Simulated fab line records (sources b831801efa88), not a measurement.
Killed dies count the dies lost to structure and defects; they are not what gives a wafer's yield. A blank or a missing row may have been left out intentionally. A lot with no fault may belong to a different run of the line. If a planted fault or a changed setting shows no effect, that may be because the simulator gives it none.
Split-lot trial | flow sfq line | 23 wafers read from 5 lots, route of 325 steps

## SPLIT DETAILS
At SFQ_TRILAYER_JJ_CE_ETCH_RIE_118 (chemistry SF6, target Nb, stops on Al2O3, time 97.7 s, target depth 170 nm), the setting icp w was moved away from the recipe's 600 W on 5 of the 23 wafers read, by -11.3% to -5.5%. This setting was run at the recipe's value on the other wafers.

The reading comes from the split's own step.

## THE READING
oes product au, in a.u., at SFQ_TRILAYER_JJ_CE_ETCH_RIE_118 (chemistry SF6, target Nb, stops on Al2O3, time 97.7 s, target depth 170 nm). A value of 0.986 a.u. with a standard deviation of 0.0084 a.u. is what fault-free wafers of this fab line usually give.

wafer  | tool, chamber at the split | icp w as run, W | against the recipe | oes product au, a.u. | against lot-mates on the recipe
L074.2 | rie metal-02, 0            | 600             | recipe             | 0.980                | -
L074.4 | rie metal-02, 1            | 600             | recipe             | 0.978                | -
L074.6 | rie metal-02, 1            | 600             | recipe             | 0.979                | -
L075.1 | rie metal-04, 0            | 600             | recipe             | 0.986                | -
L075.2 | rie metal-04, 1            | 567.2           | -5.5%              | 0.952                | -0.029
L075.4 | rie metal-04, 1            | 600             | recipe             | 0.976                | -
L075.5 | rie metal-04, 0            | 567.2           | -5.5%              | 0.962                | -0.019
L075.6 | rie metal-04, 1            | 567.2           | -5.5%              | 0.950                | -0.031
L078.1 | rie metal-04, 0            | 600             | recipe             | 0.983                | -
L078.3 | rie metal-04, 1            | 532.3           | -11.3%             | 0.919                | -0.072
L078.4 | rie metal-04, 0            | 600             | recipe             | 0.995                | -
L078.5 | rie metal-04, 0            | 600             | recipe             | 0.994                | -
L078.6 | rie metal-04, 1            | 532.3           | -11.3%             | 0.925                | -0.066
L083.1 | rie metal-04, 0            | 600             | recipe             | 0.973                | -
L083.2 | rie metal-04, 1            | 600             | recipe             | 0.986                | -
L083.4 | rie metal-04, 0            | 600             | recipe             | 0.989                | -
L083.5 | rie metal-04, 0            | 600             | recipe             | 0.994                | -
L083.6 | rie metal-04, 1            | 600             | recipe             | 0.977                | -
L085.1 | rie metal-04, 0            | 600             | recipe             | 0.997                | -
L085.2 | rie metal-04, 1            | 600             | recipe             | 0.977                | -
L085.3 | rie metal-04, 0            | 600             | recipe             | 0.980                | -
L085.4 | rie metal-04, 1            | 600             | recipe             | 0.988                | -
L085.6 | rie metal-04, 1            | 600             | recipe             | 0.979                | -

THE FIT
A straight line over all 23 wafers: oes product au changes by +0.00546 a.u. for each +1% of icp w; r = +0.94; the points scatter about the line by 0.007 a.u.
The same after taking each lot's own level away (the mean of its wafers on the recipe; 23 wafers): +0.0058 a.u. for each +1%; r = +0.95; scatter 0.0066 a.u.
That fit puts the effect of the largest move of icp w on the reading at 0.065 a.u.
Measured against the standard deviation above, the lots' own levels, which go from 0.9790 to 0.9907 a.u., span 1.4 times it.
So the lot-to-lot level changes the slope little: the two slopes agree.
Check: with one of the wafers moved furthest among these (-11.3%) left out of the fit, the line predicts -0.0611 a.u. for it against its lot-mates. It came out at -0.0717 a.u. against them.
Tool readings at the split's step, against how far the setting was moved: oes product au r = +0.94.

## OTHER SPLITS APPLIED TO THESE WAFERS
Other splits were also applied to these wafers ahead of the reading. Each is held against what the fit with the lots' levels taken away leaves over:
other split on the same wafers                  | wafers away from the commonest value | r with oes product au (lot level and that fit taken away)
SFQ_TRILAYER_I3_VIA_ETCH_VIA_ETCH_088 source w  | 2                                    | -0.18
SFQ_TRILAYER_M4_DEP_SPUTTER_091 power w         | 10                                   | +0.06
SFQ_TRILAYER_M4_LITHO_PEB_096 peb time s        | 8                                    | +0.09
SFQ_TRILAYER_I4_VIA_LITHO_COAT_103 spin rpm     | 6                                    | +0.07
SFQ_TRILAYER_I4_VIA_ETCH_VIA_ETCH_106 bias w    | 6                                    | -0.03
SFQ_TRILAYER_JJ_CE_LITHO_COAT_114 resist thk nm | 7                                    | +0.34

## FILE'S OWN FIT
oes product au changes by +0.00586 a.u. for each +1% of icp w, r = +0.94.
